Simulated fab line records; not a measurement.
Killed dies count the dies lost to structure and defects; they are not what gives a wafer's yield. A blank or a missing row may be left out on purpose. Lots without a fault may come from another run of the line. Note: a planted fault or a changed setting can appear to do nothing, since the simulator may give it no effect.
Which tool did it? / flow sky130 / 14 lots with 42 wafers sampled at 6 steps, on a route of 708 steps

## WHAT THE GAUGES SHOWED, per wafer
SKY_FIELD_ISO_THK_MEAS_02.
lot=L726; measured=day 1 16:56; on=film metro-04; FIELD_ISO_OXIDATION_00_THK (nm)=11.94 11.94 12.00
lot=L727; measured=day 1 22:02; on=film metro-04; FIELD_ISO_OXIDATION_00_THK (nm)=11.69 11.74 11.65
lot=L728; measured=day 2 03:32; on=film metro-01; FIELD_ISO_OXIDATION_00_THK (nm)=12.03 12.06 11.84
lot=L730; measured=day 2 13:13; on=film metro-01; FIELD_ISO_OXIDATION_00_THK (nm)=11.83 11.96 12.25
lot=L731; measured=day 2 18:11; on=film metro-04; FIELD_ISO_OXIDATION_00_THK (nm)=12.14 12.27 12.22
lot=L732; measured=day 2 22:44; on=film metro-01; FIELD_ISO_OXIDATION_00_THK (nm)=12.01 11.92 12.20
lot=L733; measured=day 3 04:08; on=film metro-01; FIELD_ISO_OXIDATION_00_THK (nm)=12.19 12.01 11.95
lot=L738; measured=day 4 04:38; on=film metro-02; FIELD_ISO_OXIDATION_00_THK (nm)=12.10 12.39 12.12
lot=L739; measured=day 4 09:38; on=film metro-02; FIELD_ISO_OXIDATION_00_THK (nm)=12.16 12.01 12.00
lot=L740; measured=day 4 16:47; on=film metro-01; FIELD_ISO_OXIDATION_00_THK (nm)=12.17 12.18 12.01
lot=L741; measured=day 4 21:05; on=film metro-04; FIELD_ISO_OXIDATION_00_THK (nm)=12.06 12.25 12.25
lot=L743; measured=day 5 06:40; on=film metro-01; FIELD_ISO_OXIDATION_00_THK (nm)=11.87 11.92 12.06
lot=L747; measured=day 6 06:38; on=film metro-02; FIELD_ISO_OXIDATION_00_THK (nm)=11.96 11.74 11.83
lot=L748; measured=day 6 10:22; on=film metro-02; FIELD_ISO_OXIDATION_00_THK (nm)=12.01 12.29 12.20

SKY_SONOS_ONO_THK_MEAS_03.
lot=L726; measured=day 11 19:04; on=film metro-04; SONOS_ONO_CVD_02_THK (nm)=10.85 10.72 10.78
lot=L727; measured=day 13 16:08; on=film metro-02; SONOS_ONO_CVD_02_THK (nm)=10.80 10.62 10.69
lot=L728; measured=day 13 16:08; on=film metro-01; SONOS_ONO_CVD_02_THK (nm)=10.65 10.59 10.60
lot=L730; measured=day 13 16:12; on=film metro-01; SONOS_ONO_CVD_02_THK (nm)=10.76 10.73 10.67
lot=L731; measured=day 13 16:11; on=film metro-04; SONOS_ONO_CVD_02_THK (nm)=10.46 10.58 10.55
lot=L732; measured=day 13 16:14; on=film metro-04; SONOS_ONO_CVD_02_THK (nm)=10.69 10.55 10.54
lot=L733; measured=day 13 23:35; on=film metro-04; SONOS_ONO_CVD_02_THK (nm)=10.68 10.75 10.77
lot=L738; measured=day 15 11:42; on=film metro-04; SONOS_ONO_CVD_02_THK (nm)=10.52
lot=L739; measured=day 16 00:16; on=film metro-04; SONOS_ONO_CVD_02_THK (nm)=10.39 10.28 10.42
lot=L740; measured=day 16 11:48; on=film metro-04; SONOS_ONO_CVD_02_THK (nm)=10.44 10.40
lot=L741; measured=day 17 03:04; on=film metro-04; SONOS_ONO_CVD_02_THK (nm)=10.33 10.23 10.28
lot=L743; measured=day 17 17:40; on=film metro-01; SONOS_ONO_CVD_02_THK (nm)=10.62 10.64 10.65
lot=L747; measured=day 19 01:23; on=film metro-02; SONOS_ONO_CVD_02_THK (nm)=10.56 10.45 10.46
lot=L748; measured=day 19 01:23; on=film metro-01; SONOS_ONO_CVD_02_THK (nm)=10.21 10.30 10.33

## WHICH TOOL RAN EACH LOT (tool, then ch and the chambers of the sampled wafers, then the start)
lot=L726; SKY_FIELD_ISO_ETCH_14=rie diel-02 ch 1,2,3, day 2 10:00; SKY_FIELD_ISO_ETCH_15=rie diel-02 ch 1,2,3, day 2 10:03; SKY_FIELD_ISO_STRIP_16=plasma asher-02 ch 0,1, day 2 10:06; SKY_NWELL_RTA_28=rtp anneal-02 ch 0, day 5 13:05
lot=L727; SKY_FIELD_ISO_ETCH_14=rie diel-03 ch 0,2, day 2 14:57; SKY_FIELD_ISO_ETCH_15=rie diel-03 ch 0,2, day 2 15:00; SKY_FIELD_ISO_STRIP_16=plasma asher-02 ch 0,1, day 2 15:05; SKY_NWELL_RTA_28=rtp anneal-01 ch 0, day 5 18:10
lot=L728; SKY_FIELD_ISO_ETCH_14=rie diel-03 ch 0,1,3, day 2 23:04; SKY_FIELD_ISO_ETCH_15=rie diel-03 ch 0,1,3, day 2 23:07; SKY_FIELD_ISO_STRIP_16=plasma asher-02 ch 0,1, day 2 23:10; SKY_NWELL_RTA_28=rtp anneal-01 ch 0, day 6 03:19
lot=L730; SKY_FIELD_ISO_ETCH_14=rie diel-03 ch 0,2,3, day 3 07:09; SKY_FIELD_ISO_ETCH_15=rie diel-03 ch 0,2,3, day 3 07:12; SKY_FIELD_ISO_STRIP_16=plasma asher-01 ch 0,1, day 3 07:17; SKY_NWELL_RTA_28=rtp anneal-02 ch 0, day 6 10:16
lot=L731; SKY_FIELD_ISO_ETCH_14=rie diel-02 ch 0,2,3, day 3 11:43; SKY_FIELD_ISO_ETCH_15=rie diel-02 ch 0,2,3, day 3 11:46; SKY_FIELD_ISO_STRIP_16=plasma asher-03 ch 0,1, day 3 11:49; SKY_NWELL_RTA_28=rtp anneal-02 ch 0, day 6 19:17
lot=L732; SKY_FIELD_ISO_ETCH_14=rie diel-03 ch 1,2,3, day 3 17:04; SKY_FIELD_ISO_ETCH_15=rie diel-03 ch 1,2,3, day 3 17:07; SKY_FIELD_ISO_STRIP_16=plasma asher-02 ch 0,1, day 3 17:10; SKY_NWELL_RTA_28=rtp anneal-01 ch 0, day 7 02:10
lot=L733; SKY_FIELD_ISO_ETCH_14=rie diel-02 ch 1,2, day 3 22:15; SKY_FIELD_ISO_ETCH_15=rie diel-02 ch 1,2, day 3 22:18; SKY_FIELD_ISO_STRIP_16=plasma asher-02 ch 0,1, day 3 22:23; SKY_NWELL_RTA_28=rtp anneal-02 ch 0, day 7 05:52
lot=L738; SKY_FIELD_ISO_ETCH_14=rie diel-02 ch 0,1,2, day 5 00:24; SKY_FIELD_ISO_ETCH_15=rie diel-02 ch 0,1,2, day 5 00:27; SKY_FIELD_ISO_STRIP_16=plasma asher-01 ch 0,1, day 5 00:30; SKY_NWELL_RTA_28=rtp anneal-01 ch 0, day 8 13:11
lot=L739; SKY_FIELD_ISO_ETCH_14=rie diel-03 ch 0,2, day 5 07:15; SKY_FIELD_ISO_ETCH_15=rie diel-03 ch 0,2, day 5 07:18; SKY_FIELD_ISO_STRIP_16=plasma asher-02 ch 0,1, day 5 07:21; SKY_NWELL_RTA_28=rtp anneal-01 ch 0, day 8 23:11
lot=L740; SKY_FIELD_ISO_ETCH_14=rie diel-02 ch 0,2,3, day 5 13:01; SKY_FIELD_ISO_ETCH_15=rie diel-02 ch 0,2,3, day 5 13:04; SKY_FIELD_ISO_STRIP_16=plasma asher-01 ch 0,1, day 5 13:09; SKY_NWELL_RTA_28=rtp anneal-01 ch 0, day 9 05:13
lot=L741; SKY_FIELD_ISO_ETCH_14=rie diel-04 ch 0,1,2, day 5 17:55; SKY_FIELD_ISO_ETCH_15=rie diel-04 ch 0,1,2, day 5 17:58; SKY_FIELD_ISO_STRIP_16=plasma asher-03 ch 0,1, day 5 18:01; SKY_NWELL_RTA_28=rtp anneal-02 ch 0, day 9 19:23
lot=L743; SKY_FIELD_ISO_ETCH_14=rie diel-03 ch 1,2,3, day 6 03:21; SKY_FIELD_ISO_ETCH_15=rie diel-03 ch 1,2,3, day 6 03:24; SKY_FIELD_ISO_STRIP_16=plasma asher-01 ch 0, day 6 03:27; SKY_NWELL_RTA_28=rtp anneal-02 ch 0, day 10 04:47
lot=L747; SKY_FIELD_ISO_ETCH_14=rie diel-03 ch 0,2, day 7 03:43; SKY_FIELD_ISO_ETCH_15=rie diel-03 ch 0,2, day 7 03:46; SKY_FIELD_ISO_STRIP_16=plasma asher-01 ch 0,1, day 7 03:49; SKY_NWELL_RTA_28=rtp anneal-01 ch 0, day 11 04:16
lot=L748; SKY_FIELD_ISO_ETCH_14=rie diel-03 ch 1,2,3, day 7 06:55; SKY_FIELD_ISO_ETCH_15=rie diel-03 ch 1,2,3, day 7 06:58; SKY_FIELD_ISO_STRIP_16=plasma asher-01 ch 0,1, day 7 07:01; SKY_NWELL_RTA_28=rtp anneal-02 ch 0, day 11 06:11
- SKY_FIELD_ISO_ETCH_14: etches BARC in N2/H2, stops on SiO2, time 45.9 s, target depth 60 nm.
- SKY_FIELD_ISO_ETCH_15: etches the open film in CHF3/O2, stops on Si, target depth 180 nm, time 72 s.
- SKY_FIELD_ISO_STRIP_16: strips in O2/N2.
- SKY_NWELL_RTA_28: time 30 s.

## WHAT THE TOOLS THEMSELVES READ (means of the sampled wafers that have a number; where no wafer has one, the mark that the record gives instead)
SKY_FIELD_ISO_ETCH_14.
lot=L726; tool=rie diel-02; chamber pressure mTorr (mTorr)=29.992; drypump motor current A (A)=5.5; oes product au (a.u.)=0.857; run length s (s)=74.4; throttle valve pct (%)=13.223
lot=L727; tool=rie diel-03; chamber pressure mTorr (mTorr)=29.996; drypump motor current A (A)=6.4; oes product au (a.u.)=0.854; run length s (s)=74.2; throttle valve pct (%)=13.224
lot=L728; tool=rie diel-03; chamber pressure mTorr (mTorr)=29.965; drypump motor current A (A)=5.9; oes product au (a.u.)=0.858; run length s (s)=74.3; throttle valve pct (%)=13.226
lot=L730; tool=rie diel-03; chamber pressure mTorr (mTorr)=30.006; drypump motor current A (A)=6.1; oes product au (a.u.)=0.856; run length s (s)=74.2; throttle valve pct (%)=13.225
lot=L731; tool=rie diel-02; chamber pressure mTorr (mTorr)=30.008; drypump motor current A (A)=5.5; oes product au (a.u.)=0.854; run length s (s)=74.6; throttle valve pct (%)=13.220
lot=L732; tool=rie diel-03; chamber pressure mTorr (mTorr)=30.007; drypump motor current A (A)=5.7; oes product au (a.u.)=0.854; run length s (s)=73.7; throttle valve pct (%)=13.219
lot=L733; tool=rie diel-02; chamber pressure mTorr (mTorr)=30.008; drypump motor current A (A)=5.6; oes product au (a.u.)=0.851; run length s (s)=74.5; throttle valve pct (%)=13.225
lot=L738; tool=rie diel-02; chamber pressure mTorr (mTorr)=30.042; drypump motor current A (A)=5.6; oes product au (a.u.)=0.951; run length s (s)=55.8; throttle valve pct (%)=13.232
lot=L739; tool=rie diel-03; chamber pressure mTorr (mTorr)=29.985; drypump motor current A (A)=6.2; oes product au (a.u.)=0.856; run length s (s)=73.8; throttle valve pct (%)=13.230
lot=L740; tool=rie diel-02; chamber pressure mTorr (mTorr)=29.980; drypump motor current A (A)=5.6; oes product au (a.u.)=0.900; run length s (s)=65.1; throttle valve pct (%)=13.225
lot=L741; tool=rie diel-04; chamber pressure mTorr (mTorr)=29.981; drypump motor current A (A)=5.8; oes product au (a.u.)=0.853; run length s (s)=74.2; throttle valve pct (%)=13.230
lot=L743; tool=rie diel-03; chamber pressure mTorr (mTorr)=29.981; drypump motor current A (A)=5.7; oes product au (a.u.)=0.851; run length s (s)=73.8; throttle valve pct (%)=13.226
lot=L747; tool=rie diel-03; chamber pressure mTorr (mTorr)=29.990; drypump motor current A (A)=6.4; oes product au (a.u.)=0.853; run length s (s)=74.2; throttle valve pct (%)=13.226
lot=L748; tool=rie diel-03; chamber pressure mTorr (mTorr)=30.000; drypump motor current A (A)=5.7; oes product au (a.u.)=0.853; run length s (s)=73.8; throttle valve pct (%)=13.223

SKY_FIELD_ISO_ETCH_15.
lot=L726; tool=rie diel-02; chamber pressure mTorr (mTorr)=40.02; drypump motor current A (A)=5.5; oes product au (a.u.)=0.947; run length s (s)=100.6; throttle valve pct (%)=8.847
lot=L727; tool=rie diel-03; chamber pressure mTorr (mTorr)=40.00; drypump motor current A (A)=6.4; oes product au (a.u.)=0.946; run length s (s)=100.2; throttle valve pct (%)=8.842
lot=L728; tool=rie diel-03; chamber pressure mTorr (mTorr)=39.99; drypump motor current A (A)=5.9; oes product au (a.u.)=0.944; run length s (s)=100.2; throttle valve pct (%)=8.843
lot=L730; tool=rie diel-03; chamber pressure mTorr (mTorr)=40.02; drypump motor current A (A)=6.1; oes product au (a.u.)=0.942; run length s (s)=100.1; throttle valve pct (%)=8.843
lot=L731; tool=rie diel-02; chamber pressure mTorr (mTorr)=40.01; drypump motor current A (A)=5.5; oes product au (a.u.)=0.954; run length s (s)=100.4; throttle valve pct (%)=8.830
lot=L732; tool=rie diel-03; chamber pressure mTorr (mTorr)=39.98; drypump motor current A (A)=5.7; oes product au (a.u.)=0.954; run length s (s)=100.0; throttle valve pct (%)=8.841
lot=L733; tool=rie diel-02; chamber pressure mTorr (mTorr)=40.02; drypump motor current A (A)=5.6; oes product au (a.u.)=0.950; run length s (s)=100.7; throttle valve pct (%)=8.841
lot=L738; tool=rie diel-02; chamber pressure mTorr (mTorr)=40.00; drypump motor current A (A)=5.6; oes product au (a.u.)=0.570; run length s (s)=100.1; throttle valve pct (%)=8.733
lot=L739; tool=rie diel-03; chamber pressure mTorr (mTorr)=40.00; drypump motor current A (A)=6.2; oes product au (a.u.)=0.943; run length s (s)=100.0; throttle valve pct (%)=8.842
lot=L740; tool=rie diel-02; chamber pressure mTorr (mTorr)=40.01; drypump motor current A (A)=5.6; oes product au (a.u.)=0.759; run length s (s)=100.5; throttle valve pct (%)=8.792
lot=L741; tool=rie diel-04; chamber pressure mTorr (mTorr)=40.01; drypump motor current A (A)=5.8; oes product au (a.u.)=0.944; run length s (s)=100.3; throttle valve pct (%)=8.852
lot=L743; tool=rie diel-03; chamber pressure mTorr (mTorr)=39.98; drypump motor current A (A)=5.7; oes product au (a.u.)=0.948; run length s (s)=100.0; throttle valve pct (%)=8.847
lot=L747; tool=rie diel-03; chamber pressure mTorr (mTorr)=39.99; drypump motor current A (A)=6.4; oes product au (a.u.)=0.948; run length s (s)=100.2; throttle valve pct (%)=8.850
lot=L748; tool=rie diel-03; chamber pressure mTorr (mTorr)=40.01; drypump motor current A (A)=5.7; oes product au (a.u.)=0.952; run length s (s)=99.7; throttle valve pct (%)=8.842

SKY_FIELD_ISO_STRIP_16.
lot=L726; tool=plasma asher-02; chamber pressure mTorr (mTorr)=1500.1; drypump motor current A (A)=5.3; oes product au (a.u.)=0.382; strip time to endpoint s (s)=3.572
lot=L727; tool=plasma asher-02; chamber pressure mTorr (mTorr)=1501.5; drypump motor current A (A)=5.6; oes product au (a.u.)=0.377; strip time to endpoint s (s)=3.543
lot=L728; tool=plasma asher-02; chamber pressure mTorr (mTorr)=1500.1; drypump motor current A (A)=5.6; oes product au (a.u.)=0.378; strip time to endpoint s (s)=3.578
lot=L730; tool=plasma asher-01; chamber pressure mTorr (mTorr)=1499.4; drypump motor current A (A)=5.8; oes product au (a.u.)=0.380; strip time to endpoint s (s)=3.562
lot=L731; tool=plasma asher-03; chamber pressure mTorr (mTorr)=1499.2; drypump motor current A (A)=5.7; oes product au (a.u.)=0.378; strip time to endpoint s (s)=3.556
lot=L732; tool=plasma asher-02; chamber pressure mTorr (mTorr)=1500.1; drypump motor current A (A)=5.3; oes product au (a.u.)=0.377; strip time to endpoint s (s)=3.543
lot=L733; tool=plasma asher-02; chamber pressure mTorr (mTorr)=1499.1; drypump motor current A (A)=5.6; oes product au (a.u.)=0.379; strip time to endpoint s (s)=3.584
lot=L738; tool=plasma asher-01; chamber pressure mTorr (mTorr)=1498.0; drypump motor current A (A)=5.9; oes product au (a.u.)=0.387; strip time to endpoint s (s)=3.739
lot=L739; tool=plasma asher-02; chamber pressure mTorr (mTorr)=1500.8; drypump motor current A (A)=5.3; oes product au (a.u.)=0.377; strip time to endpoint s (s)=3.541
lot=L740; tool=plasma asher-01; chamber pressure mTorr (mTorr)=1500.4; drypump motor current A (A)=5.4; oes product au (a.u.)=0.379; strip time to endpoint s (s)=3.647
lot=L741; tool=plasma asher-03; chamber pressure mTorr (mTorr)=1498.5; drypump motor current A (A)=5.7; oes product au (a.u.)=0.380; strip time to endpoint s (s)=3.543
lot=L743; tool=plasma asher-01; chamber pressure mTorr (mTorr)=1500.3; drypump motor current A (A)=4.9; oes product au (a.u.)=0.382; strip time to endpoint s (s)=3.565
lot=L747; tool=plasma asher-01; chamber pressure mTorr (mTorr)=1501.2; drypump motor current A (A)=5.9; oes product au (a.u.)=0.382; strip time to endpoint s (s)=3.538
lot=L748; tool=plasma asher-01; chamber pressure mTorr (mTorr)=1501.1; drypump motor current A (A)=5.9; oes product au (a.u.)=0.377; strip time to endpoint s (s)=3.554

SKY_NWELL_RTA_28.
lot=L726; tool=rtp anneal-02; lamp power pct (%)=25.33; wafer_temp_C_max=1054.7
lot=L727; tool=rtp anneal-01; lamp power pct (%)=25.30; wafer_temp_C_max=1055.5
lot=L728; tool=rtp anneal-01; lamp power pct (%)=25.28; wafer_temp_C_max=1055.2
lot=L730; tool=rtp anneal-02; lamp power pct (%)=25.27; wafer_temp_C_max=1054.3
lot=L731; tool=rtp anneal-02; lamp power pct (%)=25.34; wafer_temp_C_max=1055.4
lot=L732; tool=rtp anneal-01; lamp power pct (%)=25.30; wafer_temp_C_max=1054.4
lot=L733; tool=rtp anneal-02; lamp power pct (%)=25.25; wafer_temp_C_max=1054.7
lot=L738; tool=rtp anneal-01; lamp power pct (%)=25.41; wafer_temp_C_max=1054.3
lot=L739; tool=rtp anneal-01; lamp power pct (%)=25.34; wafer_temp_C_max=1055.4
lot=L740; tool=rtp anneal-01; lamp power pct (%)=25.29; wafer_temp_C_max=1056.5
lot=L741; tool=rtp anneal-02; lamp power pct (%)=25.30; wafer_temp_C_max=1053.9
lot=L743; tool=rtp anneal-02; lamp power pct (%)=25.25; wafer_temp_C_max=1055.2
lot=L747; tool=rtp anneal-01; lamp power pct (%)=25.24; wafer_temp_C_max=1054.5
lot=L748; tool=rtp anneal-02; lamp power pct (%)=25.30; wafer_temp_C_max=1056.5

## THE ANSWER, worked out from the rows above alone
Rule: the usual values come from the lots themselves. Put in order of their means at a reading, lots are off if they are a third of the lots or fewer, leave a main group of 4 or more, and stand apart from it by a gap of 3 or more times the standard deviation of the main group's means; of several such gaps the widest counts. The tables above print the reading to a certain number of digits; a main group whose means all agree to those digits is not used. Also off: a lot with no number at a reading for which 4 or more lots have one. All remaining lots with rows at the step are treated as sound. The gauges are gone through in route order, then the tools' own readings, and for those a lot's mean is taken as printed above. The first step at which some lot is off is used, and at that step the reading that is off furthest; a lot without a number counts as furthest.
Off at SKY_FIELD_ISO_ETCH_14 (run length s): L738, L740. Main group: mean 74.1 s, sd 0.29.
If a tool, at that step or one of the process steps before it, ran each lot that is off and ran no sound lot following the first of them, it fits. One fits: SKY_FIELD_ISO_ETCH_14 on rie diel-02. Its last sound lot is L733 (day 3 22:15), its first lot that is off L738 (day 5 00:24): a fault that began between those two fits.
The tool's own readings at SKY_FIELD_ISO_ETCH_14 bear it out: on the lots that are off they differ by more than 5 times the standard deviation of the sound lots' means. oes product au reads 0.925 a.u. there against 0.854 a.u. on the sound lots; run length s reads 60.4 s there against 74.1 s on the sound lots.

## WHAT WAS PUT IN BY THE SIMULATOR
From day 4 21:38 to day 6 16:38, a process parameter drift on rie diel-02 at SKY_FIELD_ISO_ETCH_14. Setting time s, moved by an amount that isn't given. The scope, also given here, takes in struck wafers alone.
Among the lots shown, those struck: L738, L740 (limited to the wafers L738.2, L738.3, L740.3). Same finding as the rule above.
